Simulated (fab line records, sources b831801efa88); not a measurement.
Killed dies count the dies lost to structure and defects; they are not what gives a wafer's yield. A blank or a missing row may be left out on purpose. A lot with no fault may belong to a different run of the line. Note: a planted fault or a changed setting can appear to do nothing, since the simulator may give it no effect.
Matching of chambers + flow gf180mcu + GF_V1_CVD_02 on pecvd-01 has 3 sister chambers
The step deposits SiO2 from TEOS, target thk 850 nm, time 94.851 s. 3 wafers are shown with their chamber, then 11 later ones without.

== EACH WAFER AND ITS CHAMBER ==
| wafer  | chamber | heater power w (W) |
|--------|---------|--------------------|
| L084.5 | 1       | 648                |
| L086.5 | 2       | 620                |
| L088.1 | 0       | 662                |

== WAFERS WITH NO CHAMBER GIVEN ==
| wafer  | heater power w (W) |
|--------|--------------------|
| L088.3 | 589                |
| L088.4 | 629                |
| L090.2 | 652                |
| L090.5 | 493                |
| L090.6 | 510                |
| L092.1 | 573                |
| L092.3 | 613                |
| L092.6 | 619                |
| L093.4 | 605                |
| L093.5 | 502                |
| L093.6 | 640                |

== WHICH CHAMBER EACH WENT THROUGH ==
| wafer  | from the rows above          | in truth |
|--------|------------------------------|----------|
| L088.3 | can't be placed: 2 or 1 or 0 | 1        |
| L088.4 | can't be placed: 2 or 1 or 0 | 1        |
| L090.2 | can't be placed: 1 or 0 or 2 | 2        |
| L090.5 | can't be placed: 2 or 1 or 0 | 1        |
| L090.6 | can't be placed: 2 or 1 or 0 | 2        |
| L092.1 | can't be placed: 2 or 1 or 0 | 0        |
| L092.3 | can't be placed: 2 or 1 or 0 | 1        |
| L092.6 | can't be placed: 2 or 1 or 0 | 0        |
| L093.4 | can't be placed: 2 or 1 or 0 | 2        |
| L093.5 | can't be placed: 2 or 1 or 0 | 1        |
| L093.6 | can't be placed: 1 or 2 or 0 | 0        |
0 of 11 placed correctly. Not placeable from these rows: 11 (in 11, the candidates include the true chamber). Wrongly placed: 0.
How it was worked out, from the rows above alone: a wafer's distance from a chamber is the root of the sum, over the readings, of the square of ((its reading less the chamber's mean) divided by the reading's scatter). The wafer belongs to the nearest chamber; if the next one is less than 2 further off, it can't be placed. The mean given for a chamber averages the wafers shown for that chamber. The scatter: root of mean squared gap, hidden wafer to nearest shown wafer, with one shown wafer a chamber.
